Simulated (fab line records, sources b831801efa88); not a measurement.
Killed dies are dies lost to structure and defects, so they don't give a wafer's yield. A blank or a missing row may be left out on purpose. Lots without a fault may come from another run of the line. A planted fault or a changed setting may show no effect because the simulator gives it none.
Chamber matching | flow sky130 | SKY_FIELD_ISO_CMP_27 on cmp-01: 4 sister chambers
The step polishes, stops on Si3N4, t overpolish 16 s, target thk 457.8 nm. 18 wafers are shown with their chamber, then 9 later ones without.

WAFERS WITH THEIR CHAMBER
wafer  | chamber | motor_current_A (A) | time_to_endpoint_s (s) | overpolish_run_s (s)
L481.2 | 2       | 11.3                | 108                    | 16.000
L481.4 | 1       | 12.6                | 99                     | 15.998
L481.6 | 0       | 12.7                | 102                    | 15.989
L482.4 | 3       | 11.7                | 112                    | 16.014
L482.5 | 3       | 11.5                | 113                    | 16.002
L482.6 | 2       | 10.8                | 109                    | 15.982
L484.1 | 0       | 12.1                | 104                    | 15.998
L484.2 | 2       | 10.6                | 116                    | 15.997
L484.6 | 0       | 12.1                | 107                    | 15.991
L489.3 | 2       | 11.2                | 115                    | 15.990
L489.4 | 3       | 11.9                | 120                    | 16.000
L489.6 | 2       | 11.1                | 120                    | 15.991
L491.2 | 2       | 11.6                | 117                    | 16.024
L491.5 | 1       | 12.1                | 110                    | 15.996
L491.6 | 0       | 12.0                | 110                    | 15.993
L492.2 | 3       | 11.8                | 116                    | 15.999
L492.4 | 1       | 12.2                | 106                    | 16.008
L492.6 | 0       | 12.0                | 105                    | 15.990

SIGNATURES (means of the wafers above)
reading            | chamber 0 | chamber 1 | chamber 2 | chamber 3 | scatter within a chamber
motor_current_A    | 12.180    | 12.300    | 11.100    | 11.725    | 0.295
time_to_endpoint_s | 105.60    | 105.00    | 114.17    | 115.25    | 4.22
overpolish_run_s   | 15.99220  | 16.00067  | 15.99733  | 16.00375  | 0.00973
Rule: a wafer's distance from a chamber is the root of the sum, over the readings, of the square of ((its reading less the chamber's mean) divided by the reading's scatter). The wafer belongs to the nearest chamber; if the next one is less than 2 further off, it can't be placed. The scatter: the root of (the sum of the squares of (reading less its chamber's mean) over the shown wafers, divided by (wafers less chambers)).

WAFERS WITHOUT THEIR CHAMBER
wafer  | motor_current_A (A) | time_to_endpoint_s (s) | overpolish_run_s (s)
L495.2 | 12.6                | 112                    | 16.017
L495.5 | 11.0                | 121                    | 16.013
L495.6 | 12.3                | 120                    | 15.996
L501.2 | 12.8                | 109                    | 15.994
L501.5 | 12.9                | 111                    | 15.988
L501.6 | 11.2                | 119                    | 15.992
L502.1 | 11.5                | 118                    | 15.998
L502.4 | 11.6                | 121                    | 16.011
L502.5 | 12.1                | 107                    | 15.994

WHICH CHAMBER EACH WENT THROUGH
wafer  | from the rows above               | in truth
L495.2 | can't be placed: 1 or 0 or 3      | 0
L495.5 | can't be placed: 2 or 3           | 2
L495.6 | can't be placed: 3 or 0 or 1 or 2 | 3
L501.2 | can't be placed: 1 or 0           | 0
L501.5 | can't be placed: 0 or 1 or 3      | 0
L501.6 | can't be placed: 2 or 3           | 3
L502.1 | can't be placed: 3 or 2           | 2
L502.4 | can't be placed: 3 or 2           | 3
L502.5 | can't be placed: 0 or 1           | 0
Placed correctly: 0 of 9. Can't be placed from these rows: 9 (the true chamber is among the candidates in 9). Placed wrongly: 0.
